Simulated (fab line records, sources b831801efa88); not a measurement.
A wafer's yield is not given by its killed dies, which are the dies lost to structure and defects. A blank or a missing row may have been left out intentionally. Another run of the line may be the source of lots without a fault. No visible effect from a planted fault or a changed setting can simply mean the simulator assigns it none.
fab line records	flow gf180mcu
record: lots: 5	wafers: 15	last-day: 34
route steps=602 shown MVSD@70 MVPSD@78
lots that met no fault: from a run of the same line without faults
start-h: the number of hours between the record's first day and the start of the first shown wafer of the lot	wait-h: hours elapsed since this lot's preceding step	" same as the row above	L1.1+2: several wafers, shown together as one row	- no value, or no start given	* or withheld: withheld	< > ~ a bound
route shown NAME@n: NAME is a module with steps in the file, n the number in the route of the first one	usual: mean/standard deviation taken from wafers without a fault	same: alike in all rows	chamber/n: place in a boat	sites: the reading at each site	_std_site: the values' standard deviation	_edge_site: inner sites' mean taken away from outer sites' mean	radius-mm: for every site, how far away it sits from the centre of the wafer	mask NAME#n: copy n	behind: the tool/chamber that last shaped the wafer	hold: cause of the lot's hold/its duration in hours/its outcome	device: the n, p or np transistor that did not switch	end of line: the tests these same wafers got at the end of their route	step lacking rows: just its recipe	killed: dies that structure and defects cost at the first sort, which is not the same as the wafer's yield	map: a wafer's dies, x killed, . not, _ none there
set.NAME: the setting that was run; set.NAME@STEP: the one run at that earlier step	model.NAME: the simulator's own value behind a step, which no gauge read
lots at some steps of the route; a table a step, a row a wafer
services: from which hour (start-h, from the record's first day; less than 0 if before it) a tool's chamber was out of use, for how many hours, and why
== steps ==
step: GF_MVSD_EXPOSE_04
recipe: mask-id: MVSD	target-cd-nm: 1000	na: 0.6	source-shape: conventional	sigma-outer: 0.6	dose-mj: 260
step: GF_MVSD_PEB_05
recipe: temp-c: 115	time-s: withheld
step: GF_MVSD_DEVELOP_06
recipe: wall-angle-deg: 90	develop-time-s: 60	dev-temp-c: 23
step: GF_MVSD_OVL_MEAS_07
usual: MVSD_OVL: 0.1/0.98
lot.wafer	tool	chamber	start-h	wait-h	MVSD_OVL[nm]
L524.2	overlay-02	-	110.26	-	-0.2
L524.3	"	-	"	"	-0.7
L524.4	"	-	"	"	1.1
L530.2	overlay-02	-	146.86	-	0.9
L530.3	"	-	"	"	-0.9
L530.4	"	-	"	"	0.0
L535.1	overlay-01	-	176.26	-	-0.4
L535.3	"	-	"	"	0.2
L535.6	"	-	"	"	-0.8
L541.1	overlay-02	-	210.36	-	-0.6
L541.2	"	-	"	"	0.2
L541.3	"	-	"	"	-2.1
L542.1	overlay-02	-	214.11	-	0.2
L542.3	"	-	"	"	0.3
L542.4	"	-	"	"	1.2
step: GF_MVSD_IMPLANT_08
recipe: species: P	energy-kev: 400	dose-cm2: 1.6e+13	tilt-deg: 0
step: GF_MVSD_IMPLANT_09
recipe: species: P	energy-kev: 100	dose-cm2: 5e+12	tilt-deg: 0
step: GF_MVSD_STRIP_10
recipe: chemistry: O2/N2	power-w: 1400	pressure-mtorr: 1500	platen-temp-c: 250	o2-flow-sccm: 3000	n2-flow-sccm: 300	overash-fraction: 0.5
usual: drypump-motor-current-A: 5.7/0.35	heater-power-w: 328/7.2	oes-product-au: 0.722/0.0044	strip-time-to-endpoint-s: 36.97/0.091
lot.wafer	tool	chamber	start-h	wait-h	drypump-motor-current-A	heater-power-w	oes-product-au	rf-hours-counter-h	strip-time-to-endpoint-s
L524.2	plasma-asher-02	0	110.59	0.1	5.5	313	0.720	43	37.00
L524.3	"	0	"	"	5.5	317	0.723	-	36.99
L524.4	"	1	"	"	5.8	334	0.724	-	36.91
L530.2	plasma-asher-02	1	147.19	0.1	5.8	326	0.719	47	37.04
L530.3	"	1	"	"	5.9	327	0.723	-	37.01
L530.4	"	0	"	"	5.6	313	0.725	-	37.07
L535.1	plasma-asher-02	0	176.60	0.1	5.5	324	0.723	50	36.96
L535.3	"	0	"	"	5.5	319	0.715	-	37.04
L535.6	"	1	"	"	5.9	320	0.723	-	37.04
L541.1	plasma-asher-03	1	210.69	0.1	6.2	331	0.721	43	36.95
L541.2	"	0	"	"	5.4	317	0.722	43	36.97
L541.3	"	0	"	"	5.4	336	0.725	-	36.91
L542.1	plasma-asher-03	1	214.45	0.1	6.2	330	0.726	44	36.89
L542.3	"	1	"	"	6.2	331	0.718	-	36.96
L542.4	"	0	"	"	5.4	327	0.716	-	36.97
step: GF_MVSD_TW_MEAS_11
usual: MVSD_TW: 1573/13
lot.wafer	tool	chamber	start-h	wait-h	MVSD_TW
L524.2	film-metro-04	-	110.75	0.1	1597
L524.3	"	-	"	"	1586
L524.4	"	-	"	"	1597
L530.2	film-metro-04	-	147.30	0.1	1574
L530.3	"	-	"	"	1575
L530.4	"	-	"	"	1568
L535.1	film-metro-03	-	176.70	0.1	1568
L535.3	"	-	"	"	1570
L535.6	"	-	"	"	1567
L541.1	film-metro-04	-	210.79	0.1	1584
L541.2	"	-	"	"	1584
L541.3	"	-	"	"	1579
L542.1	film-metro-04	-	214.55	0.1	1590
L542.3	"	-	"	"	1598
L542.4	"	-	"	"	1587
step: GF_MVPSD_DEHYDRATE_00
recipe: temp-c: 200	time-s: 60
step: GF_MVPSD_HMDS_01
recipe: prime-time-s: 60	prime-temp-c: 120
step: GF_MVPSD_COAT_02
recipe: spin-rpm: 2000	resist-thk-nm: 3000
step: GF_MVPSD_SOFTBAKE_03
recipe: temp-c: 110	time-s: withheld
step: GF_MVPSD_EXPOSE_04
recipe: mask-id: MVPSD	target-cd-nm: 1000	na: 0.6	source-shape: conventional	sigma-outer: 0.6	dose-mj: 260
same: na: 0.6
lot.wafer	tool	chamber	start-h	wait-h	mask
L524.2+3+4	iline-stepper-02	0	118.11	-	MVPSD#0
L530.2+3+4	iline-stepper-01	0	155.18	-	MVPSD_R1#0
L535.1+3+6	iline-stepper-01	0	185.51	-	MVPSD#0
L541.1+2+3	iline-stepper-01	0	219.09	-	MVPSD#0
L542.1+3+4	iline-stepper-02	0	223.60	-	MVPSD#0
step: GF_MVPSD_PEB_05
recipe: temp-c: 115	time-s: withheld
== services ==
tool	chamber	start-h	hours	kind
iline-stepper-02	-	130.39	1.7	pm
iline-stepper-01	-	140.51	1.7	pm
plasma-asher-02	-	164.89	1.2	repair
iline-stepper-01	-	220.78	2.1	pm
iline-stepper-01	-	222.87	-	consumable-replace:lamp
== key ==
first-sign: step: GF_MVPSD_EXPOSE_04	reading: mask	direction: changed
effect none on later readings
met-at GF_MVPSD_EXPOSE_04
struck-wafers L530.2,L530.3,L530.4
sort-left-out L530.2,L530.3,L530.4
tester-left-out L530
fault: kind: wrong-mask	tool: any	chamber: -	onset-h: 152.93	steps: GF_MVPSD_EXPOSE_04	aux-copy: MVPSD_R1#0	cd-offset-nm: -200	scope: struck-lots-only
tester-left-out: of these lots the tester's yield and bins aren't shown, on N5 and GAA mostly nor the transistor test; their killed dies are dies lost to structure and defects alone, not to doping, threshold or leakage, so they don't give the yield
sort-left-out: the simulated sort isn't trusted on such a fault, so these wafers' sort isn't shown, and their yield isn't known
